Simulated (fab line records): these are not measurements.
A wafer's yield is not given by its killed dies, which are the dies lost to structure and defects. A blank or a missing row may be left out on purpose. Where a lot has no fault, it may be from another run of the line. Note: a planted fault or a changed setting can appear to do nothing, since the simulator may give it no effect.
fab line records	flow gf180mcu
record: lots: 6	wafers: 18	last-day: 34
route steps=602 shown DNWELL@32 NWELL@42 PASSIVATION@602
lots untouched by any fault: they come from a run of this same line in which no faults occurred
start-h: hours from the record's first day to the start of the lot's first wafer shown	wait-h: hours from the lot's prior step to this one	" repeats the value in the row above	L1.1+2: several wafers, shown together as one row	- value missing, or start not given	* or withheld: withheld	< > ~ a bound
route shown NAME@n: names a module that has steps shown in the file, with the first one's number in the route	usual: average and standard deviation across the fault-free wafers	same: alike in all rows	chamber/n: place in a boat	sites: readings site by site	_std_site: standard deviation across them	_edge_site: inner sites' mean taken away from outer sites' mean	radius-mm: for every site, how far away it sits from the centre of the wafer	mask NAME#n: copy n	behind: the most recent tool/chamber to have shaped the wafer	hold: why the lot went on hold/how many hours it stayed there/how the hold came to an end	device: transistor that didn't switch, given as n, p or np	end of line: the tests these same wafers got at the end of their route	step lacking rows: just its recipe	killed: at the first sort, the dies lost to defects and structure; wafer yield is something else	map: a wafer's dies, marking killed ones x, the rest . and places with no die _
set.NAME: the setting the step ran with; set.NAME@STEP: the setting that earlier step ran with	model.NAME: the simulator's own value behind a step, which no gauge read
lots at some steps of the route; a table a step, a row a wafer
services: the hour from which a tool's chamber was out of use, counted from the record's first day as start-h (under 0 if before that day), plus the number of hours and why
== steps ==
step: GF_DNWELL_DEHYDRATE_00
recipe: temp-c: 200	time-s: 60
step: GF_DNWELL_HMDS_01
recipe: prime-time-s: 60	prime-temp-c: 120
step: GF_DNWELL_COAT_02
recipe: spin-rpm: 2000	resist-thk-nm: 3000
step: GF_DNWELL_SOFTBAKE_03
recipe: temp-c: 110	time-s: withheld
step: GF_DNWELL_EXPOSE_04
recipe: mask-id: DNWELL	target-cd-nm: 1700	na: 0.6	source-shape: conventional	sigma-outer: 0.6	dose-mj: 260
step: GF_DNWELL_PEB_05
recipe: temp-c: 115	time-s: withheld
step: GF_DNWELL_DEVELOP_06
recipe: wall-angle-deg: 90	develop-time-s: 60	dev-temp-c: 23
step: GF_DNWELL_IMPLANT_07
recipe: species: P	energy-kev: 1500	dose-cm2: 1e+13	tilt-deg: 0
step: GF_DNWELL_STRIP_08
recipe: chemistry: O2/N2	power-w: 1400	pressure-mtorr: 1500	platen-temp-c: 250	o2-flow-sccm: 3000	n2-flow-sccm: 300	overash-fraction: 0.5
usual: drypump-motor-current-A: 5.95/0.24	heater-power-w: 335/34	oes-product-au: 0.722/0.0047	platen-temp-c: 250.02/0.16	strip-time-to-endpoint-s: 36.95/0.11
lot.wafer	tool	chamber	start-h	wait-h	drypump-motor-current-A	heater-power-w	oes-product-au	platen-temp-c	rf-hours-counter-h	strip-time-to-endpoint-s
L833.3	plasma-asher-03	0	40.98	0.1	5.99	292	0.714	250.04	-	36.85
L833.5	"	0	"	"	6.02	291	0.726	249.91	-	36.85
L833.6	"	1	"	"	5.66	313	0.726	250.12	-	36.86
L841.1	plasma-asher-03	0	87.47	0.1	6.00	296	0.723	250.13	44	36.80
L841.3	"	0	"	"	5.99	292	0.718	249.68	-	36.81
L841.4	"	1	"	"	5.70	316	0.728	250.07	-	36.81
L846.2	plasma-asher-02	1	113.57	0.1	5.99	387	0.723	249.93	32	37.10
L846.4	"	1	"	"	5.99	381	0.717	250.00	-	37.13
L846.6	"	0	"	"	6.12	329	0.723	249.93	-	37.02
L847.3	plasma-asher-03	0	118.41	0.1	5.99	291	0.721	250.05	-	37.10
L847.4	"	1	"	"	5.68	318	0.723	250.32	-	37.06
L847.5	"	0	"	"	5.99	287	0.715	249.98	-	36.97
L848.1	plasma-asher-01	0	122.34	0.1	6.46	386	0.729	249.98	47	36.90
L848.3	"	1	"	"	5.63	381	0.724	250.04	-	37.01
L848.5	"	0	"	"	6.45	384	0.720	250.16	-	37.07
L856.3	plasma-asher-02	0	167.00	0.1	6.16	329	0.724	250.25	-	37.03
L856.4	"	1	"	"	6.00	380	0.713	250.11	-	37.08
L856.5	"	0	"	"	6.15	331	0.725	250.10	-	36.98
step: GF_DNWELL_TW_MEAS_09
usual: DNWELL_TW: 1344/10
lot.wafer	tool	chamber	start-h	wait-h	DNWELL_TW
L833.3	film-metro-03	-	41.07	0.1	1339
L833.5	"	-	"	"	1341
L833.6	"	-	"	"	1335
L841.1	film-metro-03	-	87.57	0.1	1342
L841.3	"	-	"	"	1354
L841.4	"	-	"	"	1360
L846.2	film-metro-03	-	113.68	0.1	1340
L846.4	"	-	"	"	1333
L846.6	"	-	"	"	1341
L847.3	film-metro-04	-	118.49	0.1	1333
L847.4	"	-	"	"	1330
L847.5	"	-	"	"	1331
L848.1	film-metro-02	-	122.44	0.1	1357
L848.3	"	-	"	"	1350
L848.5	"	-	"	"	1353
L856.3	film-metro-03	-	167.09	0.1	1346
L856.4	"	-	"	"	1352
L856.5	"	-	"	"	1358
step: GF_NWELL_DEHYDRATE_00
recipe: temp-c: 200	time-s: 60
step: GF_NWELL_HMDS_01
recipe: prime-time-s: 60	prime-temp-c: 120
step: GF_NWELL_COAT_02
recipe: spin-rpm: 2000	resist-thk-nm: 3000
lot.wafer	tool	chamber	start-h	wait-h	model.coat_of_NWELL_COAT_02.thk-nm
L833.3	litho-track-02	0	47.07	0.1	3018
L833.5	"	0	"	"	3009
L833.6	"	0	"	"	3012
L841.1	litho-track-04	0	93.74	0.1	2986
L841.3	"	0	"	"	2981
L841.4	"	0	"	"	3004
L846.2	litho-track-04	0	121.17	0.1	1506
L846.4	"	0	"	"	1504
L846.6	"	0	"	"	1505
L847.3+5	litho-track-04	0	125.19	0.1	1506
L847.4	"	0	"	"	1504
L848.1	litho-track-02	0	128.92	0.1	3010
L848.3	"	0	"	"	3023
L848.5	"	0	"	"	3011
L856.3	litho-track-03	0	174.61	0.1	3008
L856.4	"	0	"	"	2997
L856.5	"	0	"	"	3006
step: GF_NWELL_SOFTBAKE_03
recipe: temp-c: 110	time-s: withheld
step: GF_NWELL_EXPOSE_04
recipe: mask-id: Nwell	target-cd-nm: 860	na: 0.6	source-shape: conventional	sigma-outer: 0.6	dose-mj: 260
step: GF_NWELL_PEB_05
recipe: temp-c: 115	time-s: withheld
step: GF_NWELL_DEVELOP_06
recipe: wall-angle-deg: 90	develop-time-s: 60	dev-temp-c: 23
usual: developer-temp-C: 23.01/0.11
lot.wafer	tool	chamber	start-h	wait-h	developer-temp-C	model.coat_of_NWELL_COAT_02.thk-nm
L833.3	litho-track-04	0	-	-	22.90	3017
L833.5	"	0	"	"	22.98	3008
L833.6	"	0	"	"	22.97	3011
L841.1	litho-track-04	0	-	-	22.87	2985
L841.3	"	0	"	"	22.97	2980
L841.4	"	0	"	"	23.05	3003
L846.2	litho-track-03	0	-	-	22.91	1505
L846.4	"	0	"	"	23.07	1503
L846.6	"	0	"	"	22.94	1504
L847.3	litho-track-02	0	-	-	22.80	1505
L847.4	"	0	"	"	22.79	1503
L847.5	"	0	"	"	22.75	1505
L848.1	litho-track-04	0	-	-	23.11	3009
L848.3	"	0	"	"	23.25	3022
L848.5	"	0	"	"	23.08	3010
L856.3	litho-track-03	0	-	-	23.20	3007
L856.4	"	0	"	"	23.05	2996
L856.5	"	0	"	"	23.08	3005
step: GF_NWELL_OVL_MEAS_07
usual: NWELL_OVL: 1.0/1.4
lot.wafer	tool	chamber	start-h	wait-h	NWELL_OVL[nm]
L833.3	overlay-01	-	53.31	-	4.1
L833.5	"	-	"	"	3.0
L833.6	"	-	"	"	1.4
L841.1	overlay-01	-	101.04	-	0.4
L841.3	"	-	"	"	-0.7
L841.4	"	-	"	"	0.0
L846.2	overlay-02	-	128.47	-	0.0
L846.4	"	-	"	"	0.4
L846.6	"	-	"	"	1.2
L847.3	overlay-02	-	132.63	-	1.4
L847.4	"	-	"	"	0.4
L847.5	"	-	"	"	2.0
L848.1	overlay-02	-	136.64	-	-0.6
L848.3	"	-	"	"	0.0
L848.5	"	-	"	"	0.1
L856.3	overlay-02	-	182.72	-	0.3
L856.4	"	-	"	"	1.8
L856.5	"	-	"	"	0.8
step: GF_NWELL_IMPLANT_08
recipe: species: P	energy-kev: 450	dose-cm2: 1.5e+13	tilt-deg: 0
step: GF_NWELL_IMPLANT_09
recipe: species: P	energy-kev: 160	dose-cm2: 4e+12	tilt-deg: 0
step: GF_NWELL_STRIP_10
recipe: chemistry: O2/N2	power-w: 1400	pressure-mtorr: 1500	platen-temp-c: 250	o2-flow-sccm: 3000	n2-flow-sccm: 300	overash-fraction: 0.5
usual: drypump-motor-current-A: 6.05/0.29	heater-power-w: 334/38	oes-product-au: 0.723/0.0046	platen-temp-c: 249.98/0.18	strip-time-to-endpoint-s: 36.95/0.14
lot.wafer	tool	chamber	start-h	wait-h	drypump-motor-current-A	heater-power-w	oes-product-au	platen-temp-c	rf-hours-counter-h	strip-time-to-endpoint-s
L833.3	plasma-asher-03	0	53.66	0.1	5.98	287	0.724	250.00	-	37.18
L833.5	"	0	"	"	5.99	300	0.720	249.98	-	37.07
L833.6	"	1	"	"	5.70	320	0.726	249.69	-	37.09
L841.1	plasma-asher-01	1	101.38	0.1	5.60	380	0.727	250.03	44	36.79
L841.3	"	1	"	"	5.63	379	0.726	250.34	-	36.73
L841.4	"	0	"	"	6.50	384	0.722	249.94	-	37.01
L846.2	plasma-asher-01	1	128.80	0.1	5.62	383	0.714	249.99	47	19.56
L846.4	"	1	"	"	5.60	385	0.726	249.87	-	19.53
L846.6	"	1	"	"	5.62	375	0.714	249.75	-	19.53
L847.3	plasma-asher-04	1	132.99	0.1	6.04	296	0.715	249.98	-	19.54
L847.4	"	0	"	"	6.19	313	0.717	250.33	-	19.51
L847.5	"	1	"	"	6.06	297	0.710	250.05	-	19.55
L848.1	plasma-asher-04	0	136.98	0.1	6.20	309	0.717	250.22	48	37.06
L848.3	"	1	"	"	6.11	296	0.720	249.70	-	37.21
L848.5	"	0	"	"	6.18	319	0.727	250.05	-	37.07
L856.3	plasma-asher-01	1	183.08	0.1	5.57	378	0.714	249.92	-	37.05
L856.4	"	0	"	"	6.48	383	0.718	249.74	-	36.91
L856.5	"	1	"	"	5.65	378	0.713	249.76	-	37.02
step: GF_NWELL_TW_MEAS_11
usual: NWELL_TW: 1559/9
lot.wafer	tool	chamber	start-h	wait-h	NWELL_TW
L833.3	film-metro-04	-	53.75	0.1	1566
L833.5	"	-	"	"	1560
L833.6	"	-	"	"	1555
L841.1	film-metro-04	-	101.48	0.1	1556
L841.3	"	-	"	"	1552
L841.4	"	-	"	"	1548
L846.2	film-metro-01	-	128.91	0.1	1555
L846.4	"	-	"	"	1560
L846.6	"	-	"	"	1568
L847.3	film-metro-01	-	133.07	0.1	1564
L847.4	"	-	"	"	1563
L847.5	"	-	"	"	1554
L848.1	film-metro-04	-	137.08	0.1	1549
L848.3	"	-	"	"	1561
L848.5	"	-	"	"	1549
L856.3	film-metro-04	-	183.17	0.1	1562
L856.4	"	-	"	"	1564
L856.5	"	-	"	"	1558
step: GF_PASSIVATION_PROBE_99
lot.wafer	tool	chamber	start-h	wait-h	model.etest.pwell-in-dnwell.line-ohm-um	model.etest.ldpmos_10p0.r-on-ohm-um	model.etest.pwell-in-dnwell.width-nm	model.etest.nwell.width-nm	model.etest.ldpmos_10p0.drive-ua-um
L833.3	prober-02	-	664.20	0.2	3977	1.078e+04	597.7	861.9	268.7
L833.5	prober-02	-	664.30	0.2	4130	1.097e+04	597.4	864.6	268.7
L833.6	prober-02	-	664.35	0.2	4073	1.088e+04	597.8	864.1	269.6
L841.1	prober-02	-	731.56	0.1	3894	1.094e+04	601.8	859.3	263.6
L841.3	prober-02	-	731.66	0.2	3861	1.104e+04	606.2	852.6	266.6
L841.4	prober-02	-	731.71	0.2	3818	1.098e+04	606.7	858.5	262.4
L846.2	prober-01	-	765.11	0.1	6156	1.182e+04	421.1	897	245.7
L846.4	prober-01	-	765.21	0.2	6253	1.171e+04	418.7	903.6	249.2
L846.6	prober-01	-	765.31	0.2	6197	1.17e+04	420.3	902.5	246.2
L847.3	prober-02	-	769.07	0.2	5666	1.124e+04	426.7	898.6	260.5
L847.4	prober-02	-	769.12	0.2	5647	1.131e+04	425.5	890.5	256.3
L847.5	prober-02	-	769.17	0.2	5468	1.127e+04	423	898.6	259.8
L848.1	prober-01	-	773.27	0.1	4159	1.098e+04	595.1	865.8	262.5
L848.3	prober-01	-	773.37	0.2	4140	1.111e+04	596.7	860.3	260.4
L848.5	prober-01	-	773.47	0.2	4160	1.106e+04	597.8	863	261.1
L856.3	prober-01	-	817.86	0.2	4084	1.127e+04	602.6	858.9	254.9
L856.4	prober-01	-	817.91	0.2	4095	1.124e+04	604.8	858.3	252.7
L856.5	prober-01	-	817.96	0.2	4116	1.134e+04	599.4	858.2	253.6
killed by level:class
L833.3 V4:geometric-particle:open=5 V5:geometric-particle:open=5 M1:geometric-particle:short=4 V1:geometric-particle:open=4 V2:geometric-particle:short=4 V3:geometric-particle:open=3 CONTACT:geometric-particle:open=2 V2:geometric-particle:open=2
L833.5 STI:geometric-particle:short=7 V2:geometric-particle:open=4 V3:geometric-particle:short=4 CONTACT:geometric-particle:open=3 V1:geometric-particle:short=3 V2:geometric-particle:short=3 M1:geometric-particle:short=2 M3:geometric-particle:open=2
L833.6 V1:geometric-particle:short=6 V5:geometric-particle:open=6 STI:geometric-particle:open=5 STI:geometric-particle:short=4 V1:geometric-particle:open=4 M2:geometric-particle:short=3 V3:geometric-particle:open=3 CONTACT:geometric-particle:short=2
L841.1 CONTACT:geometric-particle:open=10 V2:geometric-particle:short=6 V2:geometric-particle:open=5 V3:geometric-particle:open=5 V4:geometric-particle:open=4 STI:geometric-particle:short=2 POLY_GATE:geometric-particle:open=2 V1:geometric-particle:open=2
L841.3 V4:geometric-particle:open=6 STI:geometric-particle:short=4 STI:geometric-particle:open=4 V3:geometric-particle:open=4 SALICIDE:geometric-particle:short=3 CONTACT:geometric-particle:open=3 V1:geometric-particle:open=3 V2:geometric-particle:open=3
L841.4 V2:geometric-particle:open=5 V4:geometric-particle:open=5 STI:geometric-particle:short=4 CONTACT:geometric-particle:open=4 STI:geometric-particle:open=3 V3:geometric-particle:open=3 V3:geometric-particle:short=3 V5:geometric-particle:open=3
L848.1 STI:geometric-particle:open=5 M1:geometric-particle:short=4 V3:geometric-particle:open=4 V3:geometric-particle:short=3 M4:geometric-particle:short=3 V4:geometric-particle:open=3 STI:geometric-particle:short=2 POLY_GATE:geometric-particle:open=2
L848.3 CONTACT:geometric-particle:open=7 V3:geometric-particle:open=6 V2:geometric-particle:short=4 STI:geometric-particle:open=3 V2:geometric-particle:open=3 M5:geometric-particle:short=3 M4:geometric-particle:short=3 V5:geometric-particle:open=3
L848.5 V1:geometric-particle:open=6 M4:geometric-particle:short=6 CONTACT:geometric-particle:open=5 M2:geometric-particle:short=4 V2:geometric-particle:short=4 V2:geometric-particle:open=4 STI:geometric-particle:open=3 CONTACT:geometric-particle:short=3
L856.3 V4:geometric-particle:open=6 STI:geometric-particle:open=4 POLY_GATE:geometric-particle:short=4 SALICIDE:geometric-particle:open=4 CONTACT:geometric-particle:open=4 M5:geometric-particle:short=4 M4:geometric-particle:short=3 V1:geometric-particle:open=2
L856.4 V3:geometric-particle:open=7 POLY_GATE:geometric-particle:short=5 M1:geometric-particle:short=4 V2:geometric-particle:open=3 CONTACT:geometric-particle:open=2 V1:geometric-particle:short=2 M2:geometric-particle:short=2 V2:geometric-particle:short=2
L856.5 V4:geometric-particle:open=6 V2:geometric-particle:open=6 POLY_GATE:geometric-particle:open=4 V2:geometric-particle:short=4 CONTACT:geometric-particle:open=4 V1:geometric-particle:open=3 V4:geometric-particle:short=3 POLY_GATE:geometric-particle:short=2
== services ==
tool	chamber	start-h	hours	kind
plasma-asher-01	-	19.13	2.8	pm
plasma-asher-02	-	38.63	4.3	pm
plasma-asher-01	-	52.35	13.1	repair
litho-track-02	-	69.69	-	consumable-replace:filter
plasma-asher-03	-	108.75	9.0	pm
plasma-asher-03	0	108.75	9.0	vent-cycle
plasma-asher-03	1	108.75	9.0	vent-cycle
plasma-asher-03	0	117.75	-	clean
plasma-asher-03	1	117.75	-	clean
plasma-asher-01	-	134.26	2.2	repair
== key ==
first-sign: step: GF_NWELL_STRIP_10	reading: strip-time-to-endpoint-s	direction: down	sigmas: 99+	usual: *	struck: *
effect none on later readings
model-effect: step: GF_NWELL_COAT_02	value: coat_of_NWELL_COAT_02.thk-nm	without: 2994	struck: 1505
model-effect: step: GF_NWELL_DEVELOP_06	value: coat_of_NWELL_COAT_02.thk-nm	without: 2993	struck: 1504
model-effect: step: GF_PASSIVATION_PROBE_99	value: etest.pwell-in-dnwell.line-ohm-um	without: 4187	struck: 5898
met-at GF_NWELL_COAT_02
struck-wafers L846.2,L846.4,L846.6,L847.3,L847.4,L847.5
sort-left-out L846.2,L846.4,L846.6,L847.3,L847.4,L847.5
tester-left-out L846,L847
onset-between 93.74 121.17
fault: kind: process-parameter-drift	tool: litho-track-04	chamber: -	onset-h: 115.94	steps: GF_NWELL_COAT_02	channel: resist-thk-nm	offset: *	shape: step	end-h: 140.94	acts-in: *	stated: *
tester-left-out: of these lots the tester's yield and bins aren't shown, on N5 and GAA mostly nor the transistor test; their killed dies are dies lost to structure and defects alone, not to doping, threshold or leakage, so they don't give the yield
sort-left-out: the simulated sort isn't trusted on such a fault, so these wafers' sort isn't shown, and their yield isn't known
